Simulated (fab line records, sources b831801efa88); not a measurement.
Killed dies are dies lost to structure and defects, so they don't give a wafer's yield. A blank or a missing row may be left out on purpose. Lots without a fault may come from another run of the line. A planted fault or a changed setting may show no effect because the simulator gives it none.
A struck lot beside a sound one | flow sky130 | 21 steps out of a route of 708
Sound: wafers L633.2, L633.4, L633.6. Struck: wafers L644.2, L644.4, L644.6. The cause comes at the end.
At each step with rows: each side's tool, then ch and its chambers, then its first start. Under that, the readings that differ: sound wafers | struck wafers | difference of the means | sigmas: that difference in standard deviations of wafers without a fault.
alike: readings whose means differ by less than 2 such deviations, and words and numbers that are the same on both sides. not compared: withheld readings, readings that some wafer has no value for, bounds like >300 that may hide the same value, and numbers for which the record gives no deviation and whose values overlap.
The two part at a step that has a row with sigmas, a row that says differs or no value, or rows on one side only. Numbers that don't overlap but have no deviation are shown without sigmas and don't part them. A reading that every wafer of one side lacks parts them only if that side has two wafers or more.

first, 1 step without rows for these wafers: SKY_RES_XHIGH_IMPLANT_07.
SKY_RES_XHIGH_STRIP_08: strips in O2/N2.
  sound on plasma_asher-01 ch 0,1, day 27 04:02; struck on plasma_asher-03 ch 0,1, day 31 22:28
  alike: drypump_motor_current_A, n2_flow_sccm, oes_product_au, strip_time_to_endpoint_s
  not compared: rf_hours_counter_h
SKY_RES_XHIGH_TW_MEAS_09:
  sound on film_metro-03, day 27 04:08; struck on film_metro-02, day 31 22:34
  reading      | sound          | struck         | difference | sigmas
  RES_XHIGH_TW | 1618 1625 1616 | 1644 1637 1638 | +20        | +2
then, 7 steps without rows for these wafers: SKY_SD_N_DEHYDRATE_00 (time 60 s); SKY_SD_N_HMDS_01 (prime time 60 s); SKY_SD_N_COAT_02 (resist thk 1140 nm); SKY_SD_N_SOFTBAKE_03 (time 60 s); SKY_SD_N_EXPOSE_04 (exposes mask NSDM, target cd 380 nm); SKY_SD_N_PEB_05; SKY_SD_N_DEVELOP_06 (develop time 60 s).
SKY_SD_N_CD_MEAS_07: target cd 380 nm.
  sound on cd_sem-01, day 28 08:28; struck on cd_sem-02, day 33 01:33
  alike: cd_nm
SKY_SD_N_OVL_MEAS_08:
  sound on overlay-01, day 28 08:34; struck on overlay-02, day 33 01:40
  alike: SD_N_OVL
SKY_SD_N_IMPLANT_09:
  sound on implanter-04 ch 0, day 28 08:37; struck on implanter-02 ch 0, day 33 02:02
then, 1 step without rows for these wafers: SKY_SD_N_IMPLANT_10.
SKY_SD_N_STRIP_11: strips in O2/N2.
  sound on plasma_asher-02 ch 0,1, day 28 08:54; struck on plasma_asher-04 ch 0, day 33 02:25
  reading                      | sound             | struck            | difference | sigmas
  oes_product_au (a.u.)        | 0.535 0.529 0.539 | 0.508 0.512 0.508 | -0.025     | -5
  strip_time_to_endpoint_s (s) | 22.64 22.64 22.68 | 23.83 23.82 23.86 | +1.18      | +30
  alike: drypump_motor_current_A, n2_flow_sccm
  not compared: rf_hours_counter_h
SKY_SD_N_TW_MEAS_12:
  sound on film_metro-01, day 28 09:01; struck on film_metro-03, day 33 02:34
  reading | sound          | struck         | difference | sigmas
  SD_N_TW | 3971 3959 3966 | 4079 4046 4067 | +99        | +5
then, 1 step without rows for these wafers: SKY_SD_N_CLEAN_13 (cleans in SC1/SC2, time 150 s).
SKY_SD_N_RTA_14: time 2 s.
  sound on rtp_anneal-01 ch 0, day 28 09:07; struck on rtp_anneal-02 ch 0, day 33 02:41
  alike: lamp_power_pct, wafer_temp_C_max
SKY_SD_N_RS_MEAS_16: measures by four-point-probe.
  sound on film_metro-01, day 28 09:18; struck on film_metro-02, day 33 02:52
  reading          | sound             | struck            | difference | sigmas
  SD_N_RS (ohm/sq) | 68.34 68.44 68.41 | 63.54 63.71 63.57 | -4.79      | -44
SKY_SD_N_RS_MEAS_17: measures by four-point-probe.
  sound on film_metro-01, day 28 09:25; struck on film_metro-02, day 33 02:59
  alike: SD_P_RS
-- the record jumps here: 16 days lie between the struck wafers' starts before and after (it left off in module SD_N and takes up again in module PAD_OPEN, whose first step shown is number 708 of the route) --
SKY_PAD_OPEN_PROBE_99:
  sound on prober-02, day 46 04:10; struck on prober-02, day 49 14:47
  reading                                 | sound             | struck            | difference | sigmas
  model.etest.res_ndiff.line_ohm_um       | 764.6 765 776.3   | 676.1 668.2 650.8 | -103.6     |
  model.etest.nfet_g5v0d10v5.r_on_ohm_um  | 1883 1899 1868    | 1851 1832 1850    | -39        |
  model.etest.sonos_uncharged.r_on_ohm_um | 806.5 802.5 807.7 | 771.7 755.8 758.8 | -43.5      |
  model.etest.licon_ndiff.rc_ohm          | 188.1 179.4 176.7 | 154.8 154.6 158.1 | -25.6      |
  model.etest.nfet_01v8_lvt.drive_ua_um   | 573.5 574.6 551.2 | 581 602.7 584.1   | +23        |
  alike: killed_at_M0_to_M3, killed_at_M4_up, killed_at_contacts, killed_at_front_end, killed_at_other, killed_dies, killed_open, killed_short
  not compared: model.etest.nfet_01v8.r_on_ohm_um, model.etest.nfet_01v8.drive_ua_um, model.etest.nfet_01v8_turned.drive_ua_um

WHERE THEY PART
First at SKY_RES_XHIGH_TW_MEAS_09; last, within this record, at SKY_SD_N_RS_MEAS_16. Later steps at which nothing parts them and some readings are alike: SKY_SD_N_RS_MEAS_17, SKY_PAD_OPEN_PROBE_99.

WHY: what the simulator had put in
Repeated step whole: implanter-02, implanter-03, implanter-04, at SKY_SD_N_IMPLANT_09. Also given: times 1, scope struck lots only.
